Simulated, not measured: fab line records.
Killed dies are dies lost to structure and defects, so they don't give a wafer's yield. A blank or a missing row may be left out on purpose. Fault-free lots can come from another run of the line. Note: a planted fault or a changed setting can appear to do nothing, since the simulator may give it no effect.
Which tool did it? || flow gf180mcu || 39 wafers from 13 lots sampled at 6 of the route's 602 steps

== WHAT EACH GAUGE READ, for each wafer ==
GF_MVPSD_TW_MEAS_11. Usual: MVPSD_TW gives 558.8 (standard deviation 2.7).
{"lot": "L338", "measured": "day 5 12:41", "on": "film metro-02", "MVPSD_TW": "563.2 560.7 559.2", "flag": ""}
{"lot": "L339", "measured": "day 5 17:23", "on": "film metro-03", "MVPSD_TW": "558.9 559.1 557.3", "flag": ""}
{"lot": "L341", "measured": "day 6 07:25", "on": "film metro-03", "MVPSD_TW": "560.9 564.0 562.2", "flag": ""}
{"lot": "L343", "measured": "day 6 19:26", "on": "film metro-01", "MVPSD_TW": "556.0 554.5 553.7", "flag": ""}
{"lot": "L348", "measured": "day 8 02:29", "on": "film metro-03", "MVPSD_TW": "413.7 413.3 412.1", "flag": "OFF"}
{"lot": "L349", "measured": "day 8 07:38", "on": "film metro-03", "MVPSD_TW": "413.3 414.4 411.8", "flag": "OFF"}
{"lot": "L352", "measured": "day 9 01:20", "on": "film metro-01", "MVPSD_TW": "552.2 554.4 553.7", "flag": ""}
{"lot": "L353", "measured": "day 9 08:02", "on": "film metro-03", "MVPSD_TW": "558.7 562.6 559.3", "flag": ""}
{"lot": "L354", "measured": "day 9 11:52", "on": "film metro-03", "MVPSD_TW": "561.6 561.8 562.6", "flag": ""}
{"lot": "L355", "measured": "day 9 18:27", "on": "film metro-03", "MVPSD_TW": "559.1 560.1 561.3", "flag": ""}
{"lot": "L357", "measured": "day 10 07:25", "on": "film metro-01", "MVPSD_TW": "560.5 556.0 560.3", "flag": ""}
{"lot": "L358", "measured": "day 10 13:14", "on": "film metro-02", "MVPSD_TW": "560.1 564.1 562.8", "flag": ""}
{"lot": "L359", "measured": "day 10 19:10", "on": "film metro-03", "MVPSD_TW": "561.1 557.0 559.4", "flag": ""}

GF_VT_IMPLANT_RS_MEAS_49: a four-point-probe measurement. Usual: MVPSD_RS gives 1168 ohm/sq (standard deviation 3.7).
{"lot": "L338", "measured": "day 8 03:11", "on": "film metro-02", "MVPSD_RS (ohm/sq)": "1166 1167 1168", "flag": ""}
{"lot": "L339", "measured": "day 8 09:02", "on": "film metro-02", "MVPSD_RS (ohm/sq)": "1168 1169 1172", "flag": ""}
{"lot": "L341", "measured": "day 9 00:13", "on": "film metro-03", "MVPSD_RS (ohm/sq)": "1169 1170 1166", "flag": ""}
{"lot": "L343", "measured": "day 9 13:56", "on": "film metro-02", "MVPSD_RS (ohm/sq)": "1169 1169 1167", "flag": ""}
{"lot": "L348", "measured": "day 10 23:55", "on": "film metro-01", "MVPSD_RS (ohm/sq)": "2211 2217 2211", "flag": "OFF"}
{"lot": "L349", "measured": "day 11 05:11", "on": "film metro-03", "MVPSD_RS (ohm/sq)": "2222 2231 2221", "flag": "OFF"}
{"lot": "L352", "measured": "day 12 01:43", "on": "film metro-02", "MVPSD_RS (ohm/sq)": "1174 1175 1174", "flag": ""}
{"lot": "L353", "measured": "day 12 09:38", "on": "film metro-01", "MVPSD_RS (ohm/sq)": "1167 1161 1166", "flag": ""}
{"lot": "L354", "measured": "day 12 13:30", "on": "film metro-02", "MVPSD_RS (ohm/sq)": "1165 1168 1167", "flag": ""}
{"lot": "L355", "measured": "day 12 20:15", "on": "film metro-01", "MVPSD_RS (ohm/sq)": "1171 1173 1171", "flag": ""}
{"lot": "L357", "measured": "day 13 12:26", "on": "film metro-03", "MVPSD_RS (ohm/sq)": "1165 1168 1167", "flag": ""}
{"lot": "L358", "measured": "day 13 17:59", "on": "film metro-01", "MVPSD_RS (ohm/sq)": "1163 1166 1162", "flag": ""}
{"lot": "L359", "measured": "day 14 02:28", "on": "film metro-02", "MVPSD_RS (ohm/sq)": "1175 1173 1174", "flag": ""}

GF_CONTACT_BOW_MEAS_05. Usual: CONTACT_BOW gives 64 um (standard deviation 6.8).
{"lot": "L338", "measured": "day 15 19:42", "on": "film metro-03", "CONTACT_BOW (um)": "71 58 64", "flag": ""}
{"lot": "L339", "measured": "day 16 03:25", "on": "film metro-02", "CONTACT_BOW (um)": "61 70 67", "flag": ""}
{"lot": "L341", "measured": "day 17 02:35", "on": "film metro-01", "CONTACT_BOW (um)": "71 59 74", "flag": ""}
{"lot": "L343", "measured": "day 17 22:47", "on": "film metro-02", "CONTACT_BOW (um)": "72 61 68", "flag": ""}
{"lot": "L348", "measured": "day 19 13:25", "on": "film metro-01", "CONTACT_BOW (um)": "55 67 50", "flag": ""}
{"lot": "L349", "measured": "day 19 18:29", "on": "film metro-03", "CONTACT_BOW (um)": "71 69 69", "flag": ""}
{"lot": "L352", "measured": "day 20 21:22", "on": "film metro-01", "CONTACT_BOW (um)": "63 55 44", "flag": ""}
{"lot": "L353", "measured": "day 21 12:00", "on": "film metro-02", "CONTACT_BOW (um)": "63 53 59", "flag": ""}
{"lot": "L354", "measured": "day 21 14:05", "on": "film metro-03", "CONTACT_BOW (um)": "62 74 68", "flag": ""}
{"lot": "L355", "measured": "day 21 21:27", "on": "film metro-03", "CONTACT_BOW (um)": "60 52 64", "flag": ""}
{"lot": "L357", "measured": "day 22 18:03", "on": "film metro-03", "CONTACT_BOW (um)": "64 67 68", "flag": ""}
{"lot": "L358", "measured": "day 23 00:01", "on": "film metro-03", "CONTACT_BOW (um)": "61 58 51", "flag": ""}
{"lot": "L359", "measured": "day 23 10:08", "on": "film metro-02", "CONTACT_BOW (um)": "71 64 70", "flag": ""}

GF_CONTACT_OVL_MEAS_15. Usual: CONTACT_OVL gives -1 nm (standard deviation 5.4).
{"lot": "L338", "measured": "day 16 17:59", "on": "overlay-02", "CONTACT_OVL (nm)": "-2 3 -2", "flag": ""}
{"lot": "L339", "measured": "day 17 02:56", "on": "overlay-01", "CONTACT_OVL (nm)": "-1 1 4", "flag": ""}
{"lot": "L341", "measured": "day 18 04:08", "on": "overlay-01", "CONTACT_OVL (nm)": "-2 7 4", "flag": ""}
{"lot": "L343", "measured": "day 18 23:04", "on": "overlay-02", "CONTACT_OVL (nm)": "4 3 2", "flag": ""}
{"lot": "L348", "measured": "day 20 13:28", "on": "overlay-02", "CONTACT_OVL (nm)": "3 12 1", "flag": ""}
{"lot": "L349", "measured": "day 20 18:50", "on": "overlay-01", "CONTACT_OVL (nm)": "-8 8 -6", "flag": ""}
{"lot": "L352", "measured": "day 21 21:15", "on": "overlay-01", "CONTACT_OVL (nm)": "2 -3 -3", "flag": ""}
{"lot": "L353", "measured": "day 22 12:19", "on": "overlay-02", "CONTACT_OVL (nm)": "5 -3 9", "flag": ""}
{"lot": "L354", "measured": "day 22 13:30", "on": "overlay-02", "CONTACT_OVL (nm)": "-5 7 -3", "flag": ""}
{"lot": "L355", "measured": "day 22 20:33", "on": "overlay-01", "CONTACT_OVL (nm)": "10 -3 2", "flag": ""}
{"lot": "L357", "measured": "day 23 16:34", "on": "overlay-02", "CONTACT_OVL (nm)": "-5 -5 0", "flag": ""}
{"lot": "L358", "measured": "day 23 22:38", "on": "overlay-02", "CONTACT_OVL (nm)": "-5 -4 -4", "flag": ""}
{"lot": "L359", "measured": "day 24 08:22", "on": "overlay-02", "CONTACT_OVL (nm)": "-7 -3 -6", "flag": ""}

== EACH LOT AND THE TOOL THAT RAN IT (in order: tool; ch and the chambers of the sampled wafers; start) ==
{"lot": "L338", "GF_MVPSD_IMPLANT_08": "implanter-02 ch 0, day 5 12:17", "GF_SAB_ETCH_11": "rie diel-02 ch 1,2, day 15 18:11"}
{"lot": "L339", "GF_MVPSD_IMPLANT_08": "implanter-01 ch 0, day 5 17:02", "GF_SAB_ETCH_11": "rie diel-03 ch 0,2,3, day 16 01:49"}
{"lot": "L341", "GF_MVPSD_IMPLANT_08": "implanter-04 ch 0, day 6 07:01", "GF_SAB_ETCH_11": "rie diel-01 ch 1,3, day 17 01:11"}
{"lot": "L343", "GF_MVPSD_IMPLANT_08": "implanter-02 ch 0, day 6 19:04", "GF_SAB_ETCH_11": "rie diel-01 ch 0,1,3, day 17 21:21"}
{"lot": "L348", "GF_MVPSD_IMPLANT_08": "implanter-01 ch 0, day 8 02:07", "GF_SAB_ETCH_11": "rie diel-03 ch 2,3, day 19 11:56"}
{"lot": "L349", "GF_MVPSD_IMPLANT_08": "implanter-01 ch 0, day 8 07:17", "GF_SAB_ETCH_11": "rie diel-01 ch 2,3, day 19 17:01"}
{"lot": "L352", "GF_MVPSD_IMPLANT_08": "implanter-02 ch 0, day 9 00:58", "GF_SAB_ETCH_11": "rie diel-01 ch 0,1,2, day 20 19:55"}
{"lot": "L353", "GF_MVPSD_IMPLANT_08": "implanter-02 ch 0, day 9 07:38", "GF_SAB_ETCH_11": "rie diel-03 ch 0,1,3, day 21 10:35"}
{"lot": "L354", "GF_MVPSD_IMPLANT_08": "implanter-02 ch 0, day 9 11:29", "GF_SAB_ETCH_11": "rie diel-03 ch 1,2,3, day 21 12:39"}
{"lot": "L355", "GF_MVPSD_IMPLANT_08": "implanter-02 ch 0, day 9 18:05", "GF_SAB_ETCH_11": "rie diel-03 ch 0,1,3, day 21 19:59"}
{"lot": "L357", "GF_MVPSD_IMPLANT_08": "implanter-04 ch 0, day 10 07:01", "GF_SAB_ETCH_11": "rie diel-02 ch 0,2,3, day 22 16:39"}
{"lot": "L358", "GF_MVPSD_IMPLANT_08": "implanter-04 ch 0, day 10 12:50", "GF_SAB_ETCH_11": "rie diel-02 ch 0,2, day 22 22:37"}
{"lot": "L359", "GF_MVPSD_IMPLANT_08": "implanter-02 ch 0, day 10 18:46", "GF_SAB_ETCH_11": "rie diel-02 ch 0,1,2, day 23 08:45"}
- GF_MVPSD_IMPLANT_08
- GF_SAB_ETCH_11: etches SiO2 in C4F8/O2/Ar, target depth 55 nm, time 8.5 s.

== WHAT THE TOOLS THEMSELVES READ (means of the sampled wafers that have a number; where no wafer has one, the mark that the record gives instead) ==
GF_MVPSD_IMPLANT_08. Usual: dose ions cm2 1.4997e+13, standard deviation 1.7e+10; faraday current uA 84.6, standard deviation 1.7.
{"lot": "L338", "tool": "implanter-02", "dose ions cm2": 1.4996e+13, "faraday current uA": 85.9, "flag": ""}
{"lot": "L339", "tool": "implanter-01", "dose ions cm2": 1.5001e+13, "faraday current uA": 85.3, "flag": ""}
{"lot": "L341", "tool": "implanter-04", "dose ions cm2": 1.4984e+13, "faraday current uA": 84.6, "flag": ""}
{"lot": "L343", "tool": "implanter-02", "dose ions cm2": 1.5003e+13, "faraday current uA": 84.0, "flag": ""}
{"lot": "L348", "tool": "implanter-01", "dose ions cm2": 3.7233e+12, "faraday current uA": 21.2, "flag": "OFF"}
{"lot": "L349", "tool": "implanter-01", "dose ions cm2": 3.7277e+12, "faraday current uA": 20.8, "flag": "OFF"}
{"lot": "L352", "tool": "implanter-02", "dose ions cm2": 1.5018e+13, "faraday current uA": 85.5, "flag": ""}
{"lot": "L353", "tool": "implanter-02", "dose ions cm2": 1.4996e+13, "faraday current uA": 84.0, "flag": ""}
{"lot": "L354", "tool": "implanter-02", "dose ions cm2": 1.5010e+13, "faraday current uA": 84.2, "flag": ""}
{"lot": "L355", "tool": "implanter-02", "dose ions cm2": 1.5001e+13, "faraday current uA": 84.9, "flag": ""}
{"lot": "L357", "tool": "implanter-04", "dose ions cm2": 1.4984e+13, "faraday current uA": 83.8, "flag": ""}
{"lot": "L358", "tool": "implanter-04", "dose ions cm2": 1.4990e+13, "faraday current uA": 83.9, "flag": ""}
{"lot": "L359", "tool": "implanter-02", "dose ions cm2": 1.5018e+13, "faraday current uA": 85.3, "flag": ""}

GF_SAB_ETCH_11. Usual: oes product au 0.998 a.u., standard deviation 0.011.
{"lot": "L338", "tool": "rie diel-02", "oes product au (a.u.)": 1.002, "flag": ""}
{"lot": "L339", "tool": "rie diel-03", "oes product au (a.u.)": 0.989, "flag": ""}
{"lot": "L341", "tool": "rie diel-01", "oes product au (a.u.)": 1.008, "flag": ""}
{"lot": "L343", "tool": "rie diel-01", "oes product au (a.u.)": 0.993, "flag": ""}
{"lot": "L348", "tool": "rie diel-03", "oes product au (a.u.)": 0.996, "flag": ""}
{"lot": "L349", "tool": "rie diel-01", "oes product au (a.u.)": 1.002, "flag": ""}
{"lot": "L352", "tool": "rie diel-01", "oes product au (a.u.)": 1.002, "flag": ""}
{"lot": "L353", "tool": "rie diel-03", "oes product au (a.u.)": 0.996, "flag": ""}
{"lot": "L354", "tool": "rie diel-03", "oes product au (a.u.)": 0.995, "flag": ""}
{"lot": "L355", "tool": "rie diel-03", "oes product au (a.u.)": 0.993, "flag": ""}
{"lot": "L357", "tool": "rie diel-02", "oes product au (a.u.)": 0.999, "flag": ""}
{"lot": "L358", "tool": "rie diel-02", "oes product au (a.u.)": 0.980, "flag": ""}
{"lot": "L359", "tool": "rie diel-02", "oes product au (a.u.)": 0.991, "flag": ""}

== THE ANSWER, worked out from the rows above alone ==
Rule: take the mean of a lot's wafers that have a number; if it is more than 3 standard deviations from the usual mean, the lot is off. A lot without any number at a reading at which 4 lots or more have one is off too. The other lots that the step has rows for count as sound. Order of review: gauges by route order, followed by the tools' own readings, for which a lot's mean as printed above is used. At the first step where some lot is off, the reading lying furthest off is the one used; lots without a number count as furthest.
Off: L348, L349, at GF_MVPSD_TW_MEAS_11 (MVPSD_TW).
A tool fits if, at a process step before that reading, it ran every lot that is off, and no sound lot after the first of them. The gauges at GF_MVPSD_TW_MEAS_11 aren't tried: what is off there is off at GF_MVPSD_IMPLANT_08 too, on other tools, and a gauge's error can't cause that. One candidate fits, namely implanter-01 at GF_MVPSD_IMPLANT_08. Its last sound lot is L339 (day 5 17:02), its first lot that is off L348 (day 8 02:07): a fault that began between those two fits.
The tool's own readings at GF_MVPSD_IMPLANT_08 bear it out: on the lots that are off they differ by more than 5 times the standard deviation of the sound lots' means. dose ions cm2 reads 3.7255e+12 there against 1.5000e+13 on the sound lots; faraday current uA reads 21.0 there against 84.7 on the sound lots.

== WHAT THE SIMULATOR HAD INSERTED ==
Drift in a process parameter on implanter-01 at GF_MVPSD_IMPLANT_08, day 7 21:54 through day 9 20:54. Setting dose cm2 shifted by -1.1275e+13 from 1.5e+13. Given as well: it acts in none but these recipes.
Lots struck among those shown: L348, L349. The rule given above showed the same thing.
